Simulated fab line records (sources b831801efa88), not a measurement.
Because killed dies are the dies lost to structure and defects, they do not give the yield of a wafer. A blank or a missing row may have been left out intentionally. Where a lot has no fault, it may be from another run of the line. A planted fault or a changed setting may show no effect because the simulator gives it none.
Tool commonality check / flow gf180mcu / Sample size 14 lots and 42 wafers

REASON FOR OPENING
Flagged at GF_V3_CD_MEAS_14: reading cd_nm, on 2 of 14 lots. Fault-free wafers read 259.6 nm, with a standard deviation of 1.2.
Rule: a lot gets a flag if all its wafers with a number sit over 4 standard deviations from that mean, or if no wafer of it has a number. The other lots count as sound.

lot=L137; measured=day 22 15:04; on=cd_sem-02; cd_nm (nm), wafer by wafer=257.8 257.6 257.8; flag=
lot=L138; measured=day 22 18:12; on=cd_sem-02; cd_nm (nm), wafer by wafer=260.7 260.1 261.0; flag=
lot=L141; measured=day 23 18:34; on=cd_sem-02; cd_nm (nm), wafer by wafer=258.6 259.6 259.9; flag=
lot=L143; measured=day 24 14:46; on=cd_sem-01; cd_nm (nm), wafer by wafer=259.2 258.9 259.8; flag=
lot=L144; measured=day 25 01:28; on=cd_sem-02; cd_nm (nm), wafer by wafer=260.4 259.9 259.5; flag=
lot=L145; measured=day 25 14:42; on=cd_sem-02; cd_nm (nm), wafer by wafer=260.6 260.5 260.8; flag=
lot=L146; measured=day 25 16:29; on=cd_sem-01; cd_nm (nm), wafer by wafer=260.5 259.0 258.5; flag=
lot=L147; measured=day 25 23:07; on=cd_sem-02; cd_nm (nm), wafer by wafer=258.1 258.0 258.5; flag=
lot=L148; measured=day 26 09:13; on=cd_sem-02; cd_nm (nm), wafer by wafer=260.9 261.7 260.8; flag=
lot=L149; measured=day 26 17:36; on=cd_sem-01; cd_nm (nm), wafer by wafer=258.1 259.5 258.1; flag=
lot=L150; measured=day 26 19:58; on=cd_sem-02; cd_nm (nm), wafer by wafer=260.6 260.7 259.1; flag=
lot=L152; measured=day 27 15:01; on=cd_sem-02; cd_nm (nm), wafer by wafer=259.2 260.5 259.9; flag=
lot=L154; measured=day 28 02:01; on=cd_sem-01; cd_nm (nm), wafer by wafer=325.8 325.4 325.5; flag=FLAGGED
lot=L158; measured=day 29 04:21; on=cd_sem-02; cd_nm (nm), wafer by wafer=326.1 326.6 325.1; flag=FLAGGED
Average over the flagged lots: 325.8 nm; offset from the usual +66.1 nm, equal to +55 standard deviations.

LOT BY LOT: THE TOOL USED
The record keeps 1 process step preceding the reading, out of 602 steps on the route. Each cell gives the tool, then ch followed by the chambers the sampled wafers passed through, then the start.
lot=L137; flag=; GF_V3_SOFTBAKE_10=litho_track-02 ch 0, day 22 03:00
lot=L138; flag=; GF_V3_SOFTBAKE_10=litho_track-01 ch 0, day 22 06:00
lot=L141; flag=; GF_V3_SOFTBAKE_10=litho_track-03 ch 0, day 23 07:00
lot=L143; flag=; GF_V3_SOFTBAKE_10=litho_track-01 ch 0, day 24 03:00
lot=L144; flag=; GF_V3_SOFTBAKE_10=litho_track-01 ch 0, day 24 15:00
lot=L145; flag=; GF_V3_SOFTBAKE_10=litho_track-01 ch 0, day 25 03:00
lot=L146; flag=; GF_V3_SOFTBAKE_10=litho_track-01 ch 0, day 25 05:00
lot=L147; flag=; GF_V3_SOFTBAKE_10=litho_track-02 ch 0, day 25 13:00
lot=L148; flag=; GF_V3_SOFTBAKE_10=litho_track-03 ch 0, day 25 22:00
lot=L149; flag=; GF_V3_SOFTBAKE_10=litho_track-02 ch 0, day 26 07:00
lot=L150; flag=; GF_V3_SOFTBAKE_10=litho_track-02 ch 0, day 26 10:00
lot=L152; flag=; GF_V3_SOFTBAKE_10=litho_track-03 ch 0, day 27 05:00
lot=L154; flag=FLAGGED; GF_V3_SOFTBAKE_10=litho_track-02 ch 0, day 27 16:00
lot=L158; flag=FLAGGED; GF_V3_SOFTBAKE_10=litho_track-02 ch 0, day 28 17:00
What these steps do:
- GF_V3_SOFTBAKE_10: time 60 s.
- GF_V3_CD_MEAS_14: target cd 260 nm.

FLAGGED OVER TOTAL, TOOL BY TOOL (the gauges that took the reading come last)
step=GF_V3_SOFTBAKE_10; tool=litho_track-01; lots run=5; flagged=0; share of the flagged lots=none; sound lots run after its first flagged lot=-
step=GF_V3_SOFTBAKE_10; tool=litho_track-02; lots run=6; flagged=2; share of the flagged lots=all; sound lots run after its first flagged lot=0
step=GF_V3_SOFTBAKE_10; tool=litho_track-03; lots run=3; flagged=0; share of the flagged lots=none; sound lots run after its first flagged lot=-
step=GF_V3_CD_MEAS_14; tool=cd_sem-01; lots run=4; flagged=1; share of the flagged lots=some; sound lots run after its first flagged lot=0
step=GF_V3_CD_MEAS_14; tool=cd_sem-02; lots run=10; flagged=1; share of the flagged lots=some; sound lots run after its first flagged lot=0

WHAT THE TABLE PERMITS
Rows of the table that ran each flagged lot: 1, that is litho_track-02 at GF_V3_SOFTBAKE_10.
- litho_track-02 at GF_V3_SOFTBAKE_10: 2 of its 6 lots flagged. A fault beginning between L150 (day 26 10:00), its last sound lot, and L154 (day 27 16:00), its first flagged one, fits the data. Its own readings (heater_power_total_W, plate_temp_C) fall more than 4 standard deviations out on all wafers of the flagged lots.
What remains is a single tool, litho_track-02 at GF_V3_SOFTBAKE_10.

WHAT THE SIMULATOR HAD INSERTED
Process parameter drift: litho_track-02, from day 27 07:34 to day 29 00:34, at GF_V3_SOFTBAKE_10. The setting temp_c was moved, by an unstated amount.
Struck lots among those shown: L154, L158. Same finding as the rule above.
